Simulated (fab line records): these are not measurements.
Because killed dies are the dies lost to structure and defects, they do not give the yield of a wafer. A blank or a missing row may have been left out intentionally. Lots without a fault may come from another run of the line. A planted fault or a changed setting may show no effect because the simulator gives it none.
fab line records ; flow sky130
record: lots: 13; wafers: 39; last_day: 50
route steps=708 shown LOCAL_INTERCONNECT@399 CONTACT@406 VIA1@470 METAL2@483
lots that met no fault: taken from a fault-free run of the same line
start_h: the number of hours between the record's first day and the start of the first shown wafer of the lot ; wait_h: hours elapsed since this lot's preceding step ; " same as the row above ; L1.1+2: a row that stands for several wafers ; - no value, or no start given ; * or withheld: withheld ; < > ~ a bound
route shown NAME@n: a module of which the file shows steps, and the number in the route of the first ; usual: mean and standard deviation over wafers with no fault ; same: alike in all rows ; chamber/n: place in a boat ; sites: per-site readings ; _std_site: the values' standard deviation ; _edge_site: outer sites' mean less inner sites' ; radius_mm: for every site, how far away it sits from the centre of the wafer ; mask NAME#n: copy n ; behind: the tool/chamber that last shaped the wafer ; hold: reason for holding the lot/hours on hold/outcome of the hold ; device: the n, p or np transistor that did not switch ; end of line: the tests these same wafers got at the end of their route ; for a step that has no rows: nothing shown but its recipe ; killed: dies that structure and defects cost at the first sort, which is not the same as the wafer's yield ; map: the dies of a wafer, with x for killed, . for not killed, _ for no die there
set.NAME: the setting the step ran with; set.NAME@STEP: the setting that earlier step ran with ; model.NAME: the simulator's own value behind a step, which no gauge read
one table for each step of the route and one row for each wafer, over a sample of lots
services: a tool's chamber out of use, with start hour (start_h, from the record's first day; less than 0 if before it), hours out, and reason
== steps ==
step: SKY_LOCAL_INTERCONNECT_OVL_MEAS_12
usual: LOCAL_INTERCONNECT_OVL: 3/5.8
lot.wafer;tool;chamber;start_h;wait_h;LOCAL_INTERCONNECT_OVL[nm]
L758.1;overlay-01;-;722.53;0.1;-2
L758.2;overlay-01;-;722.53;0.1;-9
L758.3;overlay-01;-;722.53;0.1;3
L759.2;overlay-02;-;744.69;0.1;1
L759.3;overlay-02;-;744.69;0.1;1
L759.4;overlay-02;-;744.69;0.1;3
L761.1;overlay-02;-;746.08;0.1;4
L761.3;overlay-02;-;746.08;0.1;8
L761.4;overlay-02;-;746.08;0.1;4
L763.1;overlay-02;-;758.38;0.1;1
L763.2;overlay-02;-;758.38;0.1;0
L763.6;overlay-02;-;758.38;0.1;-3
L764.1;overlay-01;-;761.94;0.1;5
L764.4;overlay-01;-;761.94;0.1;-2
L764.6;overlay-01;-;761.94;0.1;-4
L765.1;overlay-01;-;772.84;0.1;9
L765.4;overlay-01;-;772.84;0.1;-3
L765.6;overlay-01;-;772.84;0.1;2
L766.1;overlay-01;-;782.99;0.1;2
L766.2;overlay-01;-;782.99;0.1;4
L766.4;overlay-01;-;782.99;0.1;5
L768.1;overlay-01;-;794.78;0.1;-5
L768.3;overlay-01;-;794.78;0.1;-1
L768.5;overlay-01;-;794.78;0.1;-6
L772.2;overlay-02;-;828.02;0.1;7
L772.3;overlay-02;-;828.02;0.1;4
L772.6;overlay-02;-;828.02;0.1;-1
L777.1;overlay-01;-;858.26;0.1;3
L777.3;overlay-01;-;858.26;0.1;3
L777.6;overlay-01;-;858.26;0.1;-4
L778.1;overlay-01;-;860.15;0.1;14
L778.2;overlay-01;-;860.15;0.1;14
L778.5;overlay-01;-;860.15;0.1;9
L780.4;overlay-02;-;867.40;0.1;-4
L780.5;overlay-02;-;867.40;0.1;-3
L780.6;overlay-02;-;867.40;0.1;-8
L781.2;overlay-01;-;874.24;0.1;11
L781.3;overlay-01;-;874.24;0.1;11
L781.6;overlay-01;-;874.24;0.1;14
step: SKY_CONTACT_CVD_00
recipe: material: Si3N4; target_thk_nm: 75; temp_c: 400; time_s: withheld; rf_w: 450
usual: heater_power_w: 742/110
lot.wafer;tool;chamber;start_h;wait_h;heater_power_w
L758.1;pecvd-04;1;723.27;0.0;712
L758.2;pecvd-04;2;723.27;0.0;852
L758.3;pecvd-04;0;723.27;0.0;655
L759.2;pecvd-01;1;745.47;0.0;716
L759.3;pecvd-01;2;745.47;0.0;1048
L759.4;pecvd-01;0;745.47;0.0;619
L761.1;pecvd-04;1;746.86;0.0;758
L761.3;pecvd-04;0;746.86;0.0;692
L761.4;pecvd-04;2;746.86;0.0;741
L763.1;pecvd-02;1;759.31;0.0;719
L763.2;pecvd-02;2;759.31;0.0;692
L763.6;pecvd-02;2;759.31;0.0;688
L764.1;pecvd-01;2;762.72;0.0;975
L764.4;pecvd-01;2;762.72;0.0;970
L764.6;pecvd-01;1;762.72;0.0;602
L765.1;pecvd-02;0;773.58;0.0;578
L765.4;pecvd-02;1;773.58;0.0;802
L765.6;pecvd-02;2;773.58;0.0;762
L766.1;pecvd-01;0;783.73;0.0;704
L766.2;pecvd-01;1;783.73;0.0;653
L766.4;pecvd-01;0;783.73;0.0;712
L768.1;pecvd-02;0;795.52;0.0;611
L768.3;pecvd-02;2;795.52;0.0;794
L768.5;pecvd-02;0;795.52;0.0;614
L772.2;pecvd-01;0;829.19;0.0;570
L772.3;pecvd-01;1;829.19;0.0;622
L772.6;pecvd-01;2;829.19;0.0;1027
L777.1;pecvd-04;2;859.02;0.0;769
L777.3;pecvd-04;1;859.02;0.0;750
L777.6;pecvd-04;1;859.02;0.0;759
L778.1;pecvd-01;0;860.91;0.0;714
L778.2;pecvd-01;2;860.91;0.0;1006
L778.5;pecvd-01;1;860.91;0.0;715
L780.4;pecvd-04;2;868.33;0.0;853
L780.5;pecvd-04;0;868.33;0.0;639
L780.6;pecvd-04;1;868.33;0.0;734
L781.2;pecvd-02;2;875.09;0.0;711
L781.3;pecvd-02;0;875.09;0.0;734
L781.6;pecvd-02;0;875.09;0.0;572
step: SKY_VIA1_CD_MEAS_12
recipe: target_cd_nm: 150
usual: cd_nm: 150.4/1.2
lot.wafer;tool;chamber;start_h;wait_h;cd_nm
L758.1;cd_sem-01;-;808.02;-;148.9
L758.2;cd_sem-01;-;808.02;-;149.8
L758.3;cd_sem-01;-;808.02;-;147.7
L759.2;cd_sem-02;-;830.08;-;149.1
L759.3;cd_sem-02;-;830.08;-;152.4
L759.4;cd_sem-02;-;830.08;-;150.6
L761.1;cd_sem-02;-;830.76;-;150.6
L761.3;cd_sem-02;-;830.76;-;150.0
L761.4;cd_sem-02;-;830.76;-;150.0
L763.1;cd_sem-01;-;841.81;-;150.3
L763.2;cd_sem-01;-;841.81;-;152.0
L763.6;cd_sem-01;-;841.81;-;150.6
L764.1;cd_sem-01;-;845.66;-;150.7
L764.4;cd_sem-01;-;845.66;-;152.7
L764.6;cd_sem-01;-;845.66;-;151.2
L765.1;cd_sem-01;-;855.59;-;150.2
L765.4;cd_sem-01;-;855.59;-;151.9
L765.6;cd_sem-01;-;855.59;-;150.7
L766.1;cd_sem-02;-;866.77;-;150.2
L766.2;cd_sem-02;-;866.77;-;149.1
L766.4;cd_sem-02;-;866.77;-;151.9
L768.1;cd_sem-02;-;878.43;-;150.1
L768.3;cd_sem-02;-;878.43;-;151.9
L768.5;cd_sem-02;-;878.43;-;151.6
L772.2;cd_sem-01;-;909.83;-;150.5
L772.3;cd_sem-01;-;909.83;-;149.9
L772.6;cd_sem-01;-;909.83;-;149.2
L777.1;cd_sem-02;-;938.61;-;150.3
L777.3;cd_sem-02;-;938.61;-;148.1
L777.6;cd_sem-02;-;938.61;-;150.4
L778.1;cd_sem-02;-;939.47;-;150.5
L778.2;cd_sem-02;-;939.47;-;149.7
L778.5;cd_sem-02;-;939.47;-;150.8
L780.4;cd_sem-01;-;947.55;-;149.1
L780.5;cd_sem-01;-;947.55;-;149.4
L780.6;cd_sem-01;-;947.55;-;147.6
L781.2;cd_sem-02;-;953.78;-;148.7
L781.3;cd_sem-02;-;953.78;-;148.7
L781.6;cd_sem-02;-;953.78;-;150.5
step: SKY_VIA1_ETCH_15
recipe: target: SiO2; chemistry: C4F8/O2/Ar; target_depth_nm: 351; stop_on: TiN; mask_material: KrF-thick; source_w: 1500; bias_w: 1200; pressure_mtorr: 40; c4f8_flow_sccm: withheld; O2_flow_sccm: 6; Ar_flow_sccm: 300; time_s: 54
usual: bias_w: 1200/3.3; oes_product_au: 0.982/0.006
lot.wafer;tool;chamber;start_h;wait_h;bias_w;oes_product_au;rf_hours_counter_h
L758.1;rie_diel-02;2;808.22;0.0;1203;0.983;15
L758.2;rie_diel-02;3;808.22;0.0;1201;0.979;6
L758.3;rie_diel-02;1;808.22;0.0;1201;0.972;11
L759.2;rie_diel-02;3;830.25;0.0;1200;0.988;6
L759.3;rie_diel-02;0;830.25;0.0;1201;0.982;3
L759.4;rie_diel-02;2;830.25;0.0;1208;0.996;16
L761.1;rie_diel-01;2;830.95;0.0;1198;0.980;10
L761.3;rie_diel-01;3;830.95;0.0;1195;0.974;12
L761.4;rie_diel-01;1;830.95;0.0;1197;0.978;23
L763.1;rie_diel-03;0;842.00;0.0;1197;0.988;32
L763.2;rie_diel-03;2;842.00;0.0;1198;0.989;6
L763.6;rie_diel-03;1;842.00;0.0;1204;0.991;-
L764.1;rie_diel-02;1;845.85;0.0;1197;0.983;12
L764.4;rie_diel-02;2;845.85;0.0;1199;0.983;16
L764.6;rie_diel-02;0;845.85;0.0;1203;0.999;-
L765.1;rie_diel-03;3;855.79;0.0;1206;0.979;7
L765.4;rie_diel-03;1;855.79;0.0;1198;0.977;-
L765.6;rie_diel-03;3;855.79;0.0;1201;0.986;-
L766.1;rie_diel-02;0;866.97;0.0;1198;0.987;4
L766.2;rie_diel-02;3;866.97;0.0;1194;0.988;7
L766.4;rie_diel-02;2;866.97;0.0;1204;0.990;17
L768.1;rie_diel-01;0;878.63;0.0;1205;0.988;15
L768.3;rie_diel-01;2;878.63;0.0;1203;0.990;11
L768.5;rie_diel-01;2;878.63;0.0;1194;0.985;-
L772.2;rie_diel-01;3;910.00;0.0;1199;0.988;15
L772.3;rie_diel-01;1;910.00;0.0;1199;0.747;1
L772.6;rie_diel-01;0;910.00;0.0;1202;0.757;-
L777.1;rie_diel-03;3;938.81;0.0;1195;0.985;10
L777.3;rie_diel-03;2;938.81;0.0;1198;0.979;10
L777.6;rie_diel-03;1;938.81;0.0;1194;0.984;-
L778.1;rie_diel-02;2;939.67;0.0;1198;0.982;18
L778.2;rie_diel-02;3;939.67;0.0;1206;0.985;9
L778.5;rie_diel-02;3;939.67;0.0;1204;0.994;-
L780.4;rie_diel-03;0;947.72;0.0;1195;0.980;-
L780.5;rie_diel-03;1;947.72;0.0;1199;0.977;-
L780.6;rie_diel-03;3;947.72;0.0;1198;0.987;-
L781.2;rie_diel-02;1;953.96;0.0;1199;0.970;14
L781.3;rie_diel-02;0;953.96;0.0;1199;0.991;6
L781.6;rie_diel-02;0;953.96;0.0;1201;0.978;-
step: SKY_VIA1_STRIP_16
recipe: chemistry: O2/N2; power_w: 1400; pressure_mtorr: 1500; platen_temp_c: withheld; o2_flow_sccm: 3000; n2_flow_sccm: 300; overash_fraction: 0.5
usual: drypump_motor_current_A: 5.9/0.51; o2_flow_sccm: 3000/9.1; oes_product_au: 0.416/0.0045; strip_time_to_endpoint_s: 4.461/0.023
lot.wafer;tool;chamber;start_h;wait_h;drypump_motor_current_A;o2_flow_sccm;oes_product_au;rf_hours_counter_h;strip_time_to_endpoint_s
L758.1;plasma_asher-02;1;808.26;0.0;5.7;3016;0.412;69;4.474
L758.2;plasma_asher-02;0;808.26;0.0;6.6;3008;0.418;69;4.421
L758.3;plasma_asher-02;0;808.26;0.0;6.6;2999;0.421;-;4.484
L759.2;plasma_asher-03;1;830.30;0.0;5.6;3008;0.414;9;4.463
L759.3;plasma_asher-03;1;830.30;0.0;5.6;2997;0.400;-;4.446
L759.4;plasma_asher-03;0;830.30;0.0;6.2;2986;0.420;-;4.519
L761.1;plasma_asher-03;1;831.00;0.0;5.6;2997;0.416;9;4.462
L761.3;plasma_asher-03;0;831.00;0.0;6.2;3010;0.418;-;4.463
L761.4;plasma_asher-03;1;831.00;0.0;5.6;2994;0.418;-;4.477
L763.1;plasma_asher-02;0;842.05;0.0;6.7;3015;0.415;70;4.421
L763.2;plasma_asher-02;1;842.05;0.0;5.7;3014;0.420;70;4.481
L763.6;plasma_asher-02;1;842.05;0.0;5.7;3008;0.411;-;4.427
L764.1;plasma_asher-02;1;845.90;0.0;5.7;3006;0.420;71;4.489
L764.4;plasma_asher-02;0;845.90;0.0;6.7;3003;0.420;-;4.459
L764.6;plasma_asher-02;1;845.90;0.0;5.7;2998;0.420;-;4.427
L765.1;plasma_asher-03;0;855.84;0.0;6.2;3006;0.414;12;4.436
L765.4;plasma_asher-03;1;855.84;0.0;5.6;3003;0.412;-;4.407
L765.6;plasma_asher-03;1;855.84;0.0;5.6;3014;0.413;-;4.417
L766.1;plasma_asher-02;0;867.01;0.0;6.7;3000;0.419;73;4.460
L766.2;plasma_asher-02;1;867.01;0.0;5.7;2997;0.414;73;4.456
L766.4;plasma_asher-02;1;867.01;0.0;5.7;3000;0.412;-;4.490
L768.1;plasma_asher-04;1;878.68;0.0;5.8;3003;0.421;106;4.460
L768.3;plasma_asher-04;0;878.68;0.0;5.0;2993;0.416;-;4.430
L768.5;plasma_asher-04;0;878.68;0.0;5.0;2995;0.417;-;4.428
L772.2;plasma_asher-04;0;910.05;0.0;5.0;2985;0.408;109;4.456
L772.3;plasma_asher-04;1;910.05;0.0;5.9;2995;0.431;-;4.760
L772.6;plasma_asher-04;0;910.05;0.0;5.0;2992;0.430;-;4.751
L777.1;plasma_asher-02;0;938.85;0.0;6.7;3008;0.416;80;4.479
L777.3;plasma_asher-02;1;938.85;0.0;5.7;2979;0.420;-;4.508
L777.6;plasma_asher-02;0;938.85;0.0;6.7;3000;0.423;-;4.459
L778.1;plasma_asher-04;0;939.71;0.0;5.0;2997;0.421;112;4.447
L778.2;plasma_asher-04;1;939.71;0.0;5.9;2999;0.421;112;4.453
L778.5;plasma_asher-04;0;939.71;0.0;5.0;3006;0.420;-;4.439
L780.4;plasma_asher-03;0;947.77;0.0;6.2;3003;0.417;-;4.476
L780.5;plasma_asher-03;1;947.77;0.0;5.6;3002;0.421;-;4.429
L780.6;plasma_asher-03;0;947.77;0.0;6.2;2996;0.421;-;4.475
L781.2;plasma_asher-03;1;954.00;0.0;5.6;2985;0.411;21;4.477
L781.3;plasma_asher-03;1;954.00;0.0;5.6;3013;0.418;-;4.442
L781.6;plasma_asher-03;1;954.00;0.0;5.6;3005;0.416;-;4.471
step: SKY_METAL2_SPUTTER_00
recipe: material: Ti; target_thk_nm: 15; power_w: 3000; time_s: 10; chamber_pressure_pa: 0.4
usual: throttle_valve_pct: 29.9/1
lot.wafer;tool;chamber;start_h;wait_h;throttle_valve_pct
L758.1;pvd_sputter-03;-;809.49;0.2;29.5
L758.2;pvd_sputter-03;-;809.49;0.2;30.0
L758.3;pvd_sputter-03;-;809.49;0.2;31.3
L759.2;pvd_sputter-03;-;831.56;0.2;30.3
L759.3;pvd_sputter-03;-;831.56;0.2;31.1
L759.4;pvd_sputter-03;-;831.56;0.2;29.5
L761.1;pvd_sputter-03;-;832.23;0.2;30.1
L761.3;pvd_sputter-03;-;832.23;0.2;29.6
L761.4;pvd_sputter-03;-;832.23;0.2;29.9
L763.1;pvd_sputter-03;-;843.28;0.2;29.7
L763.2;pvd_sputter-03;-;843.28;0.2;31.4
L763.6;pvd_sputter-03;-;843.28;0.2;31.0
L764.1;pvd_sputter-01;-;847.16;0.2;29.5
L764.4;pvd_sputter-01;-;847.16;0.2;30.1
L764.6;pvd_sputter-01;-;847.16;0.2;29.5
L765.1;pvd_sputter-02;-;857.06;0.2;29.1
L765.4;pvd_sputter-02;-;857.06;0.2;30.0
L765.6;pvd_sputter-02;-;857.06;0.2;29.4
L766.1;pvd_sputter-03;-;868.24;0.1;31.2
L766.2;pvd_sputter-03;-;868.24;0.1;30.1
L766.4;pvd_sputter-03;-;868.24;0.1;29.8
L768.1;pvd_sputter-02;-;880.00;0.1;29.7
L768.3;pvd_sputter-02;-;880.00;0.1;29.8
L768.5;pvd_sputter-02;-;880.00;0.1;29.2
L772.2;pvd_sputter-02;-;911.59;0.2;29.6
L777.1;pvd_sputter-01;-;940.15;0.2;31.6
L777.3;pvd_sputter-01;-;940.15;0.2;30.0
L777.6;pvd_sputter-01;-;940.15;0.2;29.5
L778.1;pvd_sputter-02;-;941.05;0.3;27.5
L778.2;pvd_sputter-02;-;941.05;0.3;29.2
L778.5;pvd_sputter-02;-;941.05;0.3;29.9
L780.4;pvd_sputter-01;-;949.40;0.2;29.4
L780.5;pvd_sputter-01;-;949.40;0.2;32.3
L780.6;pvd_sputter-01;-;949.40;0.2;30.3
L781.2;pvd_sputter-01;-;955.23;0.1;30.2
L781.3;pvd_sputter-01;-;955.23;0.1;32.1
L781.6;pvd_sputter-01;-;955.23;0.1;30.0
step: SKY_METAL2_SPUTTER_01
recipe: material: TiN; target_thk_nm: 20; power_w: 6500; time_s: 16.7; chamber_pressure_pa: 0.4
usual: throttle_valve_pct: 29.9/1
lot.wafer;tool;chamber;start_h;wait_h;throttle_valve_pct
L758.1;pvd_sputter-03;-;809.51;0.0;29.7
L758.2;pvd_sputter-03;-;809.51;0.0;30.1
L758.3;pvd_sputter-03;-;809.51;0.0;31.2
L759.2;pvd_sputter-03;-;831.58;0.0;30.4
L759.3;pvd_sputter-03;-;831.58;0.0;31.3
L759.4;pvd_sputter-03;-;831.58;0.0;29.5
L761.1;pvd_sputter-03;-;832.25;0.0;30.5
L761.3;pvd_sputter-03;-;832.25;0.0;29.6
L761.4;pvd_sputter-03;-;832.25;0.0;30.1
L763.1;pvd_sputter-03;-;843.30;0.0;29.5
L763.2;pvd_sputter-03;-;843.30;0.0;31.3
L763.6;pvd_sputter-03;-;843.30;0.0;31.1
L764.1;pvd_sputter-01;-;847.18;0.0;29.4
L764.4;pvd_sputter-01;-;847.18;0.0;30.0
L764.6;pvd_sputter-01;-;847.18;0.0;29.4
L765.1;pvd_sputter-02;-;857.09;0.0;29.2
L765.4;pvd_sputter-02;-;857.09;0.0;30.0
L765.6;pvd_sputter-02;-;857.09;0.0;29.4
L766.1;pvd_sputter-03;-;868.26;0.0;31.2
L766.2;pvd_sputter-03;-;868.26;0.0;30.2
L766.4;pvd_sputter-03;-;868.26;0.0;29.7
L768.1;pvd_sputter-02;-;880.02;0.0;29.3
L768.3;pvd_sputter-02;-;880.02;0.0;29.7
L768.5;pvd_sputter-02;-;880.02;0.0;28.8
L772.2;pvd_sputter-02;-;911.61;0.0;29.7
L777.1;pvd_sputter-01;-;940.17;0.0;31.9
L777.3;pvd_sputter-01;-;940.17;0.0;30.3
L777.6;pvd_sputter-01;-;940.17;0.0;29.6
L778.1;pvd_sputter-02;-;941.08;0.0;27.7
L778.2;pvd_sputter-02;-;941.08;0.0;29.0
L778.5;pvd_sputter-02;-;941.08;0.0;29.7
L780.4;pvd_sputter-01;-;949.42;0.0;29.4
L780.5;pvd_sputter-01;-;949.42;0.0;32.3
L780.6;pvd_sputter-01;-;949.42;0.0;29.8
L781.2;pvd_sputter-01;-;955.25;0.0;30.0
L781.3;pvd_sputter-01;-;955.25;0.0;32.0
L781.6;pvd_sputter-01;-;955.25;0.0;30.2
== services ==
tool;chamber;start_h;hours;kind
plasma_asher-03;-;726.85;3.9;repair
plasma_asher-03;-;733.75;9.0;pm
plasma_asher-03;-;738.77;3.7;repair
pvd_sputter-01;-;746.27;0.8;repair
pecvd-01;-;779.29;2.8;pm
pvd_sputter-01;-;786.95;2.5;repair
pvd_sputter-03;-;787.78;8.4;repair
rie_diel-02;3;792.01;9.5;repair
rie_diel-02;0;794.33;16.4;repair
plasma_asher-03;-;808.35;2.8;pm
pvd_sputter-03;-;811.49;1.1;repair
plasma_asher-02;-;826.96;14.6;pm
pvd_sputter-03;-;833.76;3.3;repair
pecvd-01;-;837.63;6.0;pm
pvd_sputter-02;-;838.35;2.4;repair
pvd_sputter-02;-;855.48;1.1;repair
plasma_asher-03;-;860.22;2.6;repair
pecvd-01;0;874.59;12.4;repair
rie_diel-02;2;904.48;11.3;repair
pecvd-01;-;904.74;8.1;repair
pvd_sputter-03;-;918.34;54.1;repair
rie_diel-02;-;926.95;0.2;repair
plasma_asher-03;-;945.31;1.2;repair
rie_diel-02;2;952.19;10.8;repair
== key ==
first_sign: step: SKY_VIA1_ETCH_15; reading: oes_product_au; direction: down; sigmas: 38; usual: 0.982; struck: 0.752
effect: step: SKY_VIA1_STRIP_16; reading: strip_time_to_endpoint_s; direction: up; sigmas: 13; usual: *; struck: *
effect: step: SKY_METAL2_SPUTTER_00; reading: visit; direction: missing
effect: step: SKY_METAL2_SPUTTER_01; reading: visit; direction: missing
met_at SKY_VIA1_ETCH_15
struck_lots L772
struck_wafers L772.3,L772.6
later_rows_left_out L772.3,L772.6
sort_left_out L772.3,L772.6
not_acting_at SKY_LOCAL_INTERCONNECT_OVL_MEAS_12,SKY_CONTACT_CVD_00,SKY_VIA1_CD_MEAS_12
onset_between 878.63 910.00
fault: kind: process_parameter_drift; tool: rie_diel-01; chamber: -; onset_h: 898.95; steps: SKY_VIA1_ETCH_15; channel: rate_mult; offset: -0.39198; shape: step; end_h: 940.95; scope: struck_wafers_only
sort_left_out: the simulated sort isn't trusted on such a fault, so these wafers' sort isn't shown, and their yield isn't known
later_rows_left_out: the simulator's readings of these wafers behind a module that went badly wrong aren't trusted and aren't shown, but for the sort
